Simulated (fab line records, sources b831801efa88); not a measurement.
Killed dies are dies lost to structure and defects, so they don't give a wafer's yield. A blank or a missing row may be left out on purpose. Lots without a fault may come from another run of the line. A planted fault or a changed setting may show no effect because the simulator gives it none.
One fault seen from 2 desks | flow gf180mcu | each desk has only its own numbers; what lay behind them comes last

THE TOOL OWNER'S DESK: furnace-01
The tool's own readings at GF_DUAL_GATE_OXIDATION_02 (stabilise 600 s, purge 300 s, target thk 10.887 nm): means of the sampled wafers that have a number, for each lot that ran on this tool. A lot is out of limits, marked OUT, if its mean lies more than 4 standard deviations from the usual mean; the brackets give that distance.
Columns: A = spike_tc_lower_C at GF_DUAL_GATE_OXIDATION_02, usual 899.6 C
lot  | first seen here | A
L800 | day 7 20:41     | 898.9
L801 | day 8 03:27     | 898.7
L803 | day 8 10:28     | 899.0
L813 | day 11 14:16    | 898.2
L815 | day 11 18:58    | 899.4
This desk's finding: nothing out of limits on any of the 5 lots.

THE METROLOGY DESK
What the gauges read, lot by lot, whatever tool the lot ran on: means of the sampled wafers that have a number. A lot is out of limits, marked OUT, if its mean lies more than 4 standard deviations from the usual mean; the brackets give that distance.
Columns: A = DUAL_GATE_OXIDATION_00_THK at GF_DUAL_GATE_THK_MEAS_03, usual 10.85 nm; B = POLY_GATE_CVD_00_THK at GF_POLY_GATE_THK_MEAS_01, usual 200.5 nm
lot  | first seen here | A               | B
L800 | day 7 22:08     | 10.86           | 199.3
L801 | day 8 04:53     | 10.85           | 201.7
L803 | day 8 11:55     | 10.74           | 197.5
L805 | day 9 00:41     | 10.54           | 201.9
L806 | day 9 05:58     | 10.55           | 199.3
L812 | day 11 04:05    | 10.70           | 200.4
L813 | day 11 15:44    | 17.16 (+24) OUT | 197.7
L815 | day 11 20:26    | 16.89 (+23) OUT | 199.2
L818 | day 12 20:50    | 10.81           | 203.9
L819 | day 13 00:49    | 10.72           | 200.4
L822 | day 13 20:06    | 10.68           | 201.7
L823 | day 14 02:10    | 10.84           | 198.2
This desk's finding: out of limits on L813, L815; first on L813, day 11 15:44 (DUAL_GATE_OXIDATION_00_THK at GF_DUAL_GATE_THK_MEAS_03). In limits: L800, L801, L803, L805, L806, L812, L818, L819, L822, L823.

PUT TOGETHER
The metrology desk could have raised an alarm at day 11 15:44, on L813, L815.
The tool owner's desk saw nothing out of limits.
The tool owner's desk has L813, L815 on record, within its limits.
Of the lots named, all ran GF_DUAL_GATE_OXIDATION_02 on furnace-01.

WHAT THE SIMULATOR HAD PUT IN
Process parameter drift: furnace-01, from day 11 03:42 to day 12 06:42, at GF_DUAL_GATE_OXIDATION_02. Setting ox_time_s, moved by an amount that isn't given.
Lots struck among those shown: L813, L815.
Hours from the fault's start to each desk's first reading out of limits: the metrology desk, 12.
